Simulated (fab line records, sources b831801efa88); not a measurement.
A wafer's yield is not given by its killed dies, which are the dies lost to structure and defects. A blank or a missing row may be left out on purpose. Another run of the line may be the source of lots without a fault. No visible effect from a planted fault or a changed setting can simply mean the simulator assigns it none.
fab line records | flow sky130
[record] lots = 13 | wafers = 38 | last_day = 50
route steps=708 shown LI_CONTACT@382 CONTACT@417 METAL1@437 PAD_OPEN@708
lots that met no fault: from a run of the same line without faults
start_h: hours from the record's first day to the start of the lot's first wafer shown | wait_h: how many hours have passed since the lot's step before this one | " repeats the value in the row above | L1.1+2: one row covering several wafers at once | - no value, or no start given | * or withheld: withheld | < > ~ a bound
route shown NAME@n: a module of which the file shows steps, and the number in the route of the first | usual: the fault-free wafers' mean and standard deviation | same: alike in all rows | chamber/n: place in a boat | sites: the reading at each site | _std_site: the values' standard deviation | _edge_site: inner sites' mean taken away from outer sites' mean | radius_mm: for every site, how far away it sits from the centre of the wafer | mask NAME#n: copy n | behind: the last tool/chamber to shape the wafer | hold: cause of the lot's hold/its duration in hours/its outcome | device: transistor that didn't switch, given as n, p or np | end of line: the route-end tests of the same wafers | a step with no rows: only its recipe | killed: not the wafer's yield, but the dies lost to structure and defects at the first sort | map: the dies of a wafer, with x for killed, . for not killed, _ for no die there
set.NAME: the setting as run; set.NAME@STEP: as run at that earlier step | model.NAME: the simulator's own value behind a step, which no gauge read
the route's steps for a sample of lots (tables are steps, rows are wafers)
services: from which hour (start_h, from the record's first day; less than 0 if before it) a tool's chamber was out of use, for how many hours, and why
[[steps]]
[step SKY_LI_CONTACT_SPUTTER_20]
[recipe] material = TiN | target_thk_nm = 20 | chamber_pressure_pa = 5 | power_w = 4000 | time_s = 80
[usual] throttle_valve_pct = 29.7/1.2
lot.wafer | tool           | chamber | start_h | wait_h | throttle_valve_pct
L735.1    | pvd_sputter-01 | -       | 694.13  | 0.0    | 32.1
L735.2    | "              | -       | "       | "      | 30.1
L735.3    | "              | -       | "       | "      | 30.1
L736.2    | pvd_sputter-04 | -       | 716.32  | 0.0    | 29.4
L736.3    | "              | -       | "       | "      | 28.8
L736.4    | "              | -       | "       | "      | 27.6
L737.1    | pvd_sputter-01 | -       | 720.15  | 0.0    | 29.3
L737.4    | "              | -       | "       | "      | 29.4
L737.6    | "              | -       | "       | "      | 30.0
L740.1    | pvd_sputter-02 | -       | 730.45  | 0.0    | 27.4
L740.2    | "              | -       | "       | "      | 29.2
L740.6    | "              | -       | "       | "      | 29.3
L741.1    | pvd_sputter-02 | -       | 734.06  | 0.0    | 29.5
L741.4    | "              | -       | "       | "      | 27.5
L741.6    | "              | -       | "       | "      | 29.4
L739.2    | pvd_sputter-01 | -       | 735.50  | 0.0    | 29.4
L739.5    | "              | -       | "       | "      | 32.2
L739.6    | "              | -       | "       | "      | 30.3
L743.1    | pvd_sputter-04 | -       | 756.02  | 0.0    | 30.3
L743.2    | "              | -       | "       | "      | 29.1
L743.4    | "              | -       | "       | "      | 29.4
L751.1    | pvd_sputter-01 | -       | 805.85  | 0.0    | 29.4
L751.4    | "              | -       | "       | "      | 30.1
L751.5    | "              | -       | "       | "      | 29.6
L750.1    | pvd_sputter-04 | -       | 810.38  | 0.0    | 27.6
L750.2    | "              | -       | "       | "      | 29.3
L750.4    | "              | -       | "       | "      | 30.3
L752.1    | pvd_sputter-01 | -       | 814.85  | 0.0    | 32.1
L752.5    | "              | -       | "       | "      | 32.1
L754.1    | pvd_sputter-01 | -       | 830.95  | 0.0    | 29.6
L754.3    | "              | -       | "       | "      | 29.9
L754.6    | "              | -       | "       | "      | 29.3
L757.4    | pvd_sputter-04 | -       | 840.35  | 0.0    | 27.6
L757.5    | "              | -       | "       | "      | 29.3
L757.6    | "              | -       | "       | "      | 30.5
L756.1    | pvd_sputter-02 | -       | 844.15  | 0.0    | 27.6
L756.5    | "              | -       | "       | "      | 28.9
L756.6    | "              | -       | "       | "      | 29.2
[step SKY_CONTACT_EXPOSE_11]
[recipe] mask_id = CTM1 | na = 0.8 | source_shape = annular | sigma_inner = 0.55 | sigma_outer = 0.85 | target_cd_nm = 170 | dose_mj = 38
[usual] exposure_dose_mJ_cm2 = 38.00/0.037 | focus_offset_nm = 0.0/0.58
[same] sigma_inner = 0.55
lot.wafer | tool           | chamber | start_h | wait_h | mask   | exposure_dose_mJ_cm2 | focus_offset_nm
L735.1    | krf_scanner-01 | 0       | 738.26  | -      | CTM1#0 | 37.96                | 1.0
L735.2    | "              | 0       | "       | "      | CTM1#0 | 38.00                | 0.2
L735.3    | "              | 0       | "       | "      | CTM1#0 | 37.98                | 0.9
L736.2    | krf_scanner-02 | 0       | 759.94  | -      | CTM1#0 | 37.97                | -0.9
L736.3    | "              | 0       | "       | "      | CTM1#0 | 37.96                | -0.4
L736.4    | "              | 0       | "       | "      | CTM1#0 | 37.97                | 0.3
L737.1    | krf_scanner-02 | 0       | 763.76  | -      | CTM1#0 | 37.93                | 0.3
L737.4    | "              | 0       | "       | "      | CTM1#0 | 38.00                | -0.2
L737.6    | "              | 0       | "       | "      | CTM1#0 | 38.00                | -0.4
L740.1    | krf_scanner-02 | 0       | 773.49  | -      | CTM1#0 | 38.02                | 0.2
L740.2    | "              | 0       | "       | "      | CTM1#0 | 38.03                | -0.2
L740.6    | "              | 0       | "       | "      | CTM1#0 | 38.02                | 0.1
L741.1    | krf_scanner-02 | 0       | 776.76  | -      | CTM1#0 | 37.91                | 1.4
L741.4    | "              | 0       | "       | "      | CTM1#0 | 37.92                | 0.1
L741.6    | "              | 0       | "       | "      | CTM1#0 | 38.01                | 2.0
L739.2    | krf_scanner-01 | 0       | 779.56  | -      | CTM1#0 | 38.06                | -0.3
L739.5    | "              | 0       | "       | "      | CTM1#0 | 38.01                | -0.2
L739.6    | "              | 0       | "       | "      | CTM1#0 | 37.99                | 0.5
L743.1    | krf_scanner-01 | 0       | 797.96  | -      | CTM1#0 | 38.08                | 0.5
L743.2    | "              | 0       | "       | "      | CTM1#0 | 38.01                | -0.4
L743.4    | "              | 0       | "       | "      | CTM1#0 | 38.06                | 0.2
L751.1    | krf_scanner-01 | 0       | 848.03  | -      | CTM1#0 | 38.00                | -1.3
L751.4    | "              | 0       | "       | "      | CTM1#0 | 37.97                | -0.6
L751.5    | "              | 0       | "       | "      | CTM1#0 | 37.96                | -0.5
L750.1    | krf_scanner-01 | 0       | 851.94  | -      | CTM1#0 | 37.94                | 0.2
L750.2    | "              | 0       | "       | "      | CTM1#0 | 38.00                | 0.7
L750.4    | "              | 0       | "       | "      | CTM1#0 | 37.97                | 0.1
L752.1    | krf_scanner-01 | 0       | 856.31  | -      | CTM1#0 | 37.95                | 0.2
L752.5    | "              | 0       | "       | "      | CTM1#0 | 38.04                | 0.3
L754.1    | krf_scanner-02 | 0       | 872.51  | -      | CTM1#0 | 38.03                | -0.2
L754.3    | "              | 0       | "       | "      | CTM1#0 | 38.01                | -0.7
L754.6    | "              | 0       | "       | "      | CTM1#0 | 38.04                | 0.3
L757.4    | krf_scanner-02 | 0       | 882.60  | -      | CTM1#0 | 38.01                | -0.4
L757.5    | "              | 0       | "       | "      | CTM1#0 | 38.02                | -0.8
L757.6    | "              | 0       | "       | "      | CTM1#0 | 37.97                | -0.5
L756.1    | krf_scanner-02 | 0       | 888.99  | -      | CTM1#0 | 37.96                | 1.0
L756.5    | "              | 0       | "       | "      | CTM1#0 | 37.98                | 0.5
L756.6    | "              | 0       | "       | "      | CTM1#0 | 37.94                | 0.6
[step SKY_CONTACT_CD_MEAS_14]
[recipe] target_cd_nm = 170
[usual] cd_nm = 170.1/1.4
lot.wafer | tool      | chamber | start_h | wait_h | cd_nm
L735.1    | cd_sem-02 | -       | 751.73  | -      | 171.6
L735.2    | "         | -       | "       | "      | 172.4
L735.3    | "         | -       | "       | "      | 172.1
L736.2    | cd_sem-01 | -       | 773.23  | -      | 170.6
L736.3    | "         | -       | "       | "      | 171.0
L736.4    | "         | -       | "       | "      | 169.7
L737.1    | cd_sem-01 | -       | 777.11  | -      | 169.0
L737.4    | "         | -       | "       | "      | 168.7
L737.6    | "         | -       | "       | "      | 168.5
L740.1    | cd_sem-01 | -       | 786.34  | -      | 171.3
L740.2    | "         | -       | "       | "      | 172.2
L740.6    | "         | -       | "       | "      | 170.7
L741.1    | cd_sem-02 | -       | 790.19  | -      | 170.0
L741.4    | "         | -       | "       | "      | 170.4
L741.6    | "         | -       | "       | "      | 170.9
L739.2    | cd_sem-02 | -       | 792.76  | -      | 171.0
L739.5    | "         | -       | "       | "      | 170.7
L739.6    | "         | -       | "       | "      | 172.1
L743.1    | cd_sem-01 | -       | 811.16  | -      | 169.8
L743.2    | "         | -       | "       | "      | 170.7
L743.4    | "         | -       | "       | "      | 170.1
L751.1    | cd_sem-02 | -       | 861.01  | -      | 102.0
L751.4    | "         | -       | "       | "      | 169.9
L751.5    | "         | -       | "       | "      | 169.5
L750.1    | cd_sem-02 | -       | 864.41  | -      | 102.8
L750.2    | "         | -       | "       | "      | 102.6
L750.4    | "         | -       | "       | "      | 170.4
L752.1    | cd_sem-02 | -       | 869.31  | -      | 105.2
L752.5    | "         | -       | "       | "      | 171.3
L754.1    | cd_sem-01 | -       | 884.94  | -      | 173.3
L754.3    | "         | -       | "       | "      | 173.0
L754.6    | "         | -       | "       | "      | 172.0
L757.4    | cd_sem-01 | -       | 894.57  | -      | 168.1
L757.5    | "         | -       | "       | "      | 169.4
L757.6    | "         | -       | "       | "      | 169.8
L756.1    | cd_sem-01 | -       | 900.91  | -      | 167.6
L756.5    | "         | -       | "       | "      | 169.4
L756.6    | "         | -       | "       | "      | 166.4
[step SKY_CONTACT_SPUTTER_23]
[recipe] material = TiN | target_thk_nm = 20 | chamber_pressure_pa = 5 | power_w = 4000 | time_s = 80
[usual] throttle_valve_pct = 29.9/1.1
lot.wafer | tool           | chamber | start_h | wait_h | throttle_valve_pct
L735.1    | pvd_sputter-04 | -       | 753.13  | 0.0    | 30.6
L735.2    | "              | -       | "       | "      | 27.7
L735.3    | "              | -       | "       | "      | 29.3
L736.2    | pvd_sputter-04 | -       | 774.09  | 0.0    | 28.9
L736.3    | "              | -       | "       | "      | 27.8
L736.4    | "              | -       | "       | "      | 29.5
L737.1    | pvd_sputter-03 | -       | 777.99  | 0.0    | 30.4
L737.4    | "              | -       | "       | "      | 30.0
L737.6    | "              | -       | "       | "      | 30.5
L740.1    | pvd_sputter-04 | -       | 787.27  | 0.0    | 30.2
L740.2    | "              | -       | "       | "      | 27.6
L740.6    | "              | -       | "       | "      | 29.4
L741.1    | pvd_sputter-01 | -       | 791.08  | 0.0    | 29.2
L741.4    | "              | -       | "       | "      | 29.9
L741.6    | "              | -       | "       | "      | 30.1
L739.2    | pvd_sputter-04 | -       | 793.62  | 0.0    | 27.7
L739.5    | "              | -       | "       | "      | 27.3
L739.6    | "              | -       | "       | "      | 29.0
L743.1    | pvd_sputter-01 | -       | 812.10  | 0.0    | 30.2
L743.2    | "              | -       | "       | "      | 29.6
L743.4    | "              | -       | "       | "      | 32.2
L751.1    | pvd_sputter-04 | -       | 861.99  | 0.0    | 28.9
L751.4    | "              | -       | "       | "      | 30.5
L751.5    | "              | -       | "       | "      | 29.1
L750.1    | pvd_sputter-03 | -       | 865.69  | 0.0    | 29.6
L750.2    | "              | -       | "       | "      | 30.8
L750.4    | "              | -       | "       | "      | 30.0
L752.1    | pvd_sputter-01 | -       | 870.29  | 0.0    | 29.8
L752.5    | "              | -       | "       | "      | 29.3
L754.1    | pvd_sputter-01 | -       | 885.83  | 0.0    | 32.2
L754.3    | "              | -       | "       | "      | 29.9
L754.6    | "              | -       | "       | "      | 32.0
L757.4    | pvd_sputter-03 | -       | 895.52  | 0.0    | 31.2
L757.5    | "              | -       | "       | "      | 30.2
L757.6    | "              | -       | "       | "      | 31.2
L756.1    | pvd_sputter-03 | -       | 902.13  | 0.0    | 30.0
L756.5    | "              | -       | "       | "      | 31.4
L756.6    | "              | -       | "       | "      | 30.3
[step SKY_METAL1_SPUTTER_03]
[recipe] material = Ti | target_thk_nm = 5 | power_w = 3000 | time_s = 3.3 | chamber_pressure_pa = 0.4
[usual] throttle_valve_pct = 29.5/1
lot.wafer | tool           | chamber | start_h | wait_h | throttle_valve_pct
L735.1    | pvd_sputter-03 | -       | 753.85  | 0.0    | 29.5
L735.2    | "              | -       | "       | "      | 30.1
L735.3    | "              | -       | "       | "      | 29.9
L736.2    | pvd_sputter-03 | -       | 774.81  | 0.0    | 30.8
L736.3    | "              | -       | "       | "      | 29.5
L736.4    | "              | -       | "       | "      | 31.4
L737.1    | pvd_sputter-04 | -       | 778.71  | 0.0    | 30.0
L737.4    | "              | -       | "       | "      | 29.2
L737.6    | "              | -       | "       | "      | 29.1
L740.1    | pvd_sputter-02 | -       | 788.02  | 0.0    | 29.1
L740.2    | "              | -       | "       | "      | 29.6
L740.6    | "              | -       | "       | "      | 29.5
L741.1    | pvd_sputter-04 | -       | 791.80  | 0.0    | 30.3
L741.4    | "              | -       | "       | "      | 29.4
L741.6    | "              | -       | "       | "      | 29.3
L739.2    | pvd_sputter-02 | -       | 794.35  | 0.0    | 28.9
L739.5    | "              | -       | "       | "      | 30.1
L739.6    | "              | -       | "       | "      | 27.6
L743.1    | pvd_sputter-03 | -       | 812.83  | 0.0    | 29.8
L743.2    | "              | -       | "       | "      | 31.2
L743.4    | "              | -       | "       | "      | 30.4
L751.4    | pvd_sputter-03 | -       | 862.72  | 0.0    | 30.2
L751.5    | "              | -       | "       | "      | 31.3
L750.4    | pvd_sputter-02 | -       | 866.42  | 0.0    | 29.5
L752.5    | pvd_sputter-02 | -       | 871.03  | 0.0    | 29.2
L754.1    | pvd_sputter-03 | -       | 886.56  | 0.0    | 30.3
L754.3    | "              | -       | "       | "      | 29.5
L754.6    | "              | -       | "       | "      | 30.4
L757.4    | pvd_sputter-04 | -       | 896.24  | 0.0    | 27.7
L757.5    | "              | -       | "       | "      | 29.1
L757.6    | "              | -       | "       | "      | 30.3
L756.1    | pvd_sputter-02 | -       | 902.85  | 0.0    | 29.6
L756.5    | "              | -       | "       | "      | 29.2
L756.6    | "              | -       | "       | "      | 29.8
[step SKY_PAD_OPEN_PROBE_99]
[usual] killed_at_M0_to_M3 = 44/6.5 | killed_at_M4_up = 3.3/1.9 | killed_at_contacts = 24/5.3 | killed_at_front_end = 15/4.5 | killed_at_other = 0.3/0.58 | killed_dies = 87/9.3 | killed_on_rim = 17/4.2 | killed_open = 48/6.6 | killed_short = 39/6.1
[same] gross_dies = 492 | killed_at_back_side = 0
lot.wafer | tool      | chamber | start_h | wait_h | killed_at_M0_to_M3 | killed_at_M4_up | killed_at_contacts | killed_at_front_end | killed_at_other | killed_dies | killed_on_rim | killed_open | killed_short
L736.2    | prober-01 | -       | 1104.78 | 0.1    | 37                 | 4               | 23                 | 17                  | 0               | 81          | 15            | 45          | 36
L736.3    | prober-01 | -       | 1104.83 | 0.2    | 37                 | 2               | 27                 | 11                  | 0               | 77          | 16            | 49          | 28
L736.4    | prober-01 | -       | 1104.88 | 0.2    | 50                 | 2               | 16                 | 15                  | 1               | 84          | 19            | 46          | 38
L737.1    | prober-01 | -       | 1106.73 | 0.1    | 46                 | 6               | 22                 | 12                  | 0               | 86          | 20            | 48          | 38
L737.4    | prober-01 | -       | 1106.88 | 0.2    | 39                 | 4               | 17                 | 17                  | 1               | 78          | 18            | 51          | 27
L737.6    | prober-01 | -       | 1106.98 | 0.2    | 39                 | 5               | 15                 | 19                  | 0               | 78          | 19            | 39          | 39
L740.1    | prober-02 | -       | 1114.48 | 0.1    | 56                 | 1               | 21                 | 13                  | 0               | 91          | 18            | 56          | 35
L740.2    | prober-02 | -       | 1114.53 | 0.1    | 46                 | 3               | 34                 | 18                  | 0               | 101         | 17            | 58          | 43
L740.6    | prober-02 | -       | 1114.73 | 0.2    | 44                 | 0               | 23                 | 13                  | 0               | 80          | 12            | 42          | 38
L751.1    | prober-01 | -       | 1168.23 | 0.1    | 41                 | 3               | 432                | 16                  | 0               | 492         | 96            | 48          | 43
L751.4    | prober-01 | -       | 1168.38 | 0.2    | 39                 | 1               | 36                 | 14                  | 1               | 91          | 18            | 51          | 40
L751.5    | prober-01 | -       | 1168.43 | 0.2    | 44                 | 3               | 28                 | 12                  | 1               | 88          | 16            | 44          | 44
L750.1    | prober-02 | -       | 1170.65 | 0.1    | 44                 | 7               | 427                | 14                  | 0               | 492         | 96            | 45          | 53
L750.2    | prober-02 | -       | 1170.70 | 0.1    | 41                 | 1               | 432                | 18                  | 0               | 492         | 96            | 37          | 48
L750.4    | prober-02 | -       | 1170.80 | 0.2    | 37                 | 3               | 24                 | 5                   | 1               | 70          | 10            | 37          | 33
L752.1    | prober-01 | -       | 1174.88 | 0.1    | 42                 | 4               | 429                | 17                  | 0               | 492         | 96            | 57          | 33
L752.5    | prober-01 | -       | 1175.08 | 0.2    | 56                 | 0               | 28                 | 28                  | 0               | 112         | 30            | 57          | 55
L754.1    | prober-01 | -       | 1183.97 | 0.1    | 39                 | 3               | 27                 | 16                  | 0               | 85          | 12            | 46          | 39
L754.3    | prober-01 | -       | 1184.07 | 0.2    | 39                 | 3               | 26                 | 9                   | 0               | 77          | 13            | 44          | 33
L754.6    | prober-01 | -       | 1184.22 | 0.2    | 40                 | 3               | 28                 | 16                  | 0               | 87          | 19            | 45          | 42
// killed by level:class
L736.2 VIA3:geometric_particle:open=9 CONTACT:geometric_particle:open=7 POLY_GATE:geometric_particle:short=6 LI_CONTACT:geometric_particle:open=6 VIA2:geometric_particle:short=5 LI_CONTACT:geometric_particle:short=5 VIA1:geometric_particle:open=5 VIA2:geometric_particle:open=5
L736.3 CONTACT:geometric_particle:open=15 VIA1:geometric_particle:open=10 LI_CONTACT:geometric_particle:open=7 VIA2:geometric_particle:open=6 VIA3:geometric_particle:open=4 METAL2:geometric_particle:short=4 FIELD_ISO:geometric_particle:short=3 CONTACT:geometric_particle:short=3
L736.4 VIA1:geometric_particle:open=13 VIA3:geometric_particle:open=9 LI_CONTACT:geometric_particle:open=7 METAL1:geometric_particle:short=7 FIELD_ISO:geometric_particle:short=5 CONTACT:geometric_particle:open=5 METAL2:geometric_particle:short=5 VIA1:geometric_particle:short=4
L737.1 CONTACT:geometric_particle:open=10 VIA1:geometric_particle:open=10 VIA2:geometric_particle:open=9 LI_CONTACT:geometric_particle:open=6 VIA3:geometric_particle:short=6 METAL1:geometric_particle:short=5 VIA2:geometric_particle:short=5 VIA1:geometric_particle:short=4
L737.4 VIA1:geometric_particle:open=15 CONTACT:geometric_particle:open=8 LI_CONTACT:geometric_particle:open=6 VIA2:geometric_particle:short=6 POLY_GATE:geometric_particle:open=5 VIA3:geometric_particle:open=5 POLY_GATE:geometric_particle:short=4 FIELD_ISO:geometric_particle:short=3
L737.6 CONTACT:geometric_particle:open=7 VIA1:geometric_particle:open=7 FIELD_ISO:geometric_particle:short=6 VIA3:geometric_particle:open=6 METAL3:geometric_particle:short=5 METAL4:geometric_particle:short=5 LI_CONTACT:geometric_particle:short=4 FIELD_ISO:geometric_particle:open=3
L740.1 VIA1:geometric_particle:open=18 CONTACT:geometric_particle:open=10 VIA1:geometric_particle:short=8 VIA2:geometric_particle:open=8 FIELD_ISO:geometric_particle:open=5 CONTACT:geometric_particle:short=4 METAL1:geometric_particle:short=4 VIA2:geometric_particle:short=4
L740.2 CONTACT:geometric_particle:open=14 VIA1:geometric_particle:open=14 LI_CONTACT:geometric_particle:open=9 VIA2:geometric_particle:open=7 METAL1:geometric_particle:short=5 VIA1:geometric_particle:short=5 METAL2:geometric_particle:short=5 FIELD_ISO:geometric_particle:short=4
L740.6 VIA1:geometric_particle:open=10 CONTACT:geometric_particle:open=9 METAL1:geometric_particle:short=7 VIA1:geometric_particle:short=7 LI_CONTACT:geometric_particle:open=5 VIA2:geometric_particle:open=5 POLY_GATE:geometric_particle:open=4 VIA2:geometric_particle:short=4
L751.1 CONTACT:area_expose=401 CONTACT:geometric_particle:open=11 VIA1:geometric_particle:open=9 VIA2:geometric_particle:open=8 LI_CONTACT:geometric_particle:open=7 LOCAL_INTERCONNECT:geometric_particle:short=7 METAL2:geometric_particle:short=5 VIA1:geometric_particle:short=4
L751.4 CONTACT:geometric_particle:open=12 LI_CONTACT:geometric_particle:open=10 VIA1:geometric_particle:open=8 LOCAL_INTERCONNECT:geometric_particle:short=6 CONTACT:geometric_particle:short=6 VIA3:geometric_particle:open=5 VIA1:geometric_particle:short=4 METAL2:geometric_particle:short=4
L751.5 LI_CONTACT:geometric_particle:open=9 VIA1:geometric_particle:open=9 VIA2:geometric_particle:open=7 LOCAL_INTERCONNECT:geometric_particle:short=6 CONTACT:geometric_particle:open=6 METAL1:geometric_particle:short=6 VIA1:geometric_particle:short=5 METAL2:geometric_particle:short=5
L750.1 CONTACT:area_expose=394 VIA1:geometric_particle:open=12 CONTACT:geometric_particle:open=11 CONTACT:geometric_particle:short=9 METAL1:geometric_particle:short=7 METAL2:geometric_particle:short=6 VIA1:geometric_particle:short=5 METAL4:geometric_particle:short=5
L750.2 CONTACT:area_expose=407 VIA1:geometric_particle:open=8 METAL2:geometric_particle:short=8 VIA3:geometric_particle:open=8 LI_CONTACT:geometric_particle:open=6 SPACER:geometric_particle:short=5 LI_CONTACT:geometric_particle:short=5 LOCAL_INTERCONNECT:geometric_particle:short=5
L750.4 CONTACT:geometric_particle:open=8 VIA1:geometric_particle:open=8 VIA1:geometric_particle:short=6 CONTACT:geometric_particle:short=5 LI_CONTACT:geometric_particle:open=5 VIA3:geometric_particle:open=5 VIA2:geometric_particle:open=4 LI_CONTACT:geometric_particle:short=3
L752.1 CONTACT:area_expose=402 VIA1:geometric_particle:open=12 LI_CONTACT:geometric_particle:open=10 CONTACT:geometric_particle:open=8 FIELD_ISO:geometric_particle:open=6 POLY_GATE:geometric_particle:open=6 CONTACT:geometric_particle:short=6 VIA3:geometric_particle:open=6
L752.5 VIA1:geometric_particle:open=12 CONTACT:geometric_particle:open=9 VIA1:geometric_particle:short=9 LI_CONTACT:geometric_particle:open=8 VIA3:geometric_particle:open=8 FIELD_ISO:geometric_particle:short=7 VIA3:geometric_particle:short=7 LOCAL_INTERCONNECT:geometric_particle:short=6
L754.1 VIA1:geometric_particle:open=14 CONTACT:geometric_particle:open=8 CONTACT:geometric_particle:short=7 LI_CONTACT:geometric_particle:open=6 LOCAL_INTERCONNECT:geometric_particle:short=6 VIA3:geometric_particle:open=6 FIELD_ISO:geometric_particle:short=5 VIA2:geometric_particle:open=5
L754.3 VIA3:geometric_particle:open=13 LI_CONTACT:geometric_particle:open=8 CONTACT:geometric_particle:open=8 LOCAL_INTERCONNECT:geometric_particle:short=6 METAL1:geometric_particle:short=6 VIA2:geometric_particle:open=6 POLY_GATE:geometric_particle:short=5 VIA1:geometric_particle:open=5
L754.6 CONTACT:geometric_particle:open=10 LI_CONTACT:geometric_particle:open=7 VIA2:geometric_particle:open=6 POLY_GATE:geometric_particle:open=5 CONTACT:geometric_particle:short=5 METAL1:geometric_particle:short=5 METAL3:geometric_particle:short=5 METAL2:geometric_particle:short=5
[[services]]
tool           | chamber | start_h | hours | kind
krf_scanner-01 | -       | 673.41  | 0.8   | pm
krf_scanner-02 | -       | 678.86  | 1.0   | pm
krf_scanner-01 | -       | 683.82  | 0.8   | pm
krf_scanner-01 | -       | 720.10  | 0.8   | repair
krf_scanner-02 | -       | 721.56  | 0.8   | pm
krf_scanner-02 | -       | 727.92  | 1.3   | pm
pvd_sputter-01 | -       | 746.27  | 0.8   | repair
krf_scanner-01 | -       | 769.71  | 1.3   | pm
krf_scanner-01 | -       | 774.45  | 1.0   | pm
krf_scanner-01 | -       | 775.45  | 3.6   | pm
pvd_sputter-01 | -       | 786.95  | 2.5   | repair
pvd_sputter-03 | -       | 787.78  | 8.4   | repair
krf_scanner-02 | -       | 796.57  | 7.2   | pm
pvd_sputter-04 | -       | 796.82  | 4.7   | repair
pvd_sputter-03 | -       | 811.49  | 1.1   | repair
krf_scanner-01 | -       | 812.63  | 11.0  | repair
pvd_sputter-03 | -       | 833.76  | 3.3   | repair
pvd_sputter-02 | -       | 838.35  | 2.4   | repair
krf_scanner-01 | -       | 842.21  | 0.8   | pm
krf_scanner-02 | -       | 847.86  | 1.0   | pm
pvd_sputter-02 | -       | 855.48  | 1.1   | repair
pvd_sputter-04 | -       | 862.62  | 14.0  | repair
krf_scanner-02 | -       | 895.56  | 0.8   | pm
krf_scanner-02 | -       | 901.58  | 0.6   | repair
[[key]]
[first_sign] step = SKY_CONTACT_CD_MEAS_14 | reading = cd_nm | direction = down | sigmas = 47 | usual = 170.1 | struck = 103.1
[effect] step = SKY_PAD_OPEN_PROBE_99 | reading = killed_at_contacts | direction = up | sigmas = 76 | usual = 24 | struck = 430
[more_kills_born_at] SKY_CONTACT_EXPOSE_11@krf_scanner-01 = 1604
met_at SKY_CONTACT_EXPOSE_11
struck_lots L750,L751,L752
struck_wafers L750.1,L750.2,L751.1,L752.1
later_rows_left_out L750.1,L750.2,L751.1,L752.1
tester_left_out L750,L751,L752
not_acting_at SKY_LI_CONTACT_SPUTTER_20,SKY_CONTACT_SPUTTER_23,SKY_METAL1_SPUTTER_03
onset_between 797.96 848.03
[fault] kind = process_parameter_drift | tool = krf_scanner-01 | chamber = - | onset_h = 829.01 | steps = SKY_CONTACT_EXPOSE_11 | channel = focus_nm | offset = 380.58 | shape = step | end_h = 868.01 | scope = struck_wafers_only
// tester_left_out: of these lots the tester's yield and bins aren't shown, on N5 and GAA mostly nor the transistor test; their killed dies are dies lost to structure and defects alone, not to doping, threshold or leakage, so they don't give the yield
// later_rows_left_out: the simulator's readings of these wafers behind a module that went badly wrong aren't trusted and aren't shown, but for the sort
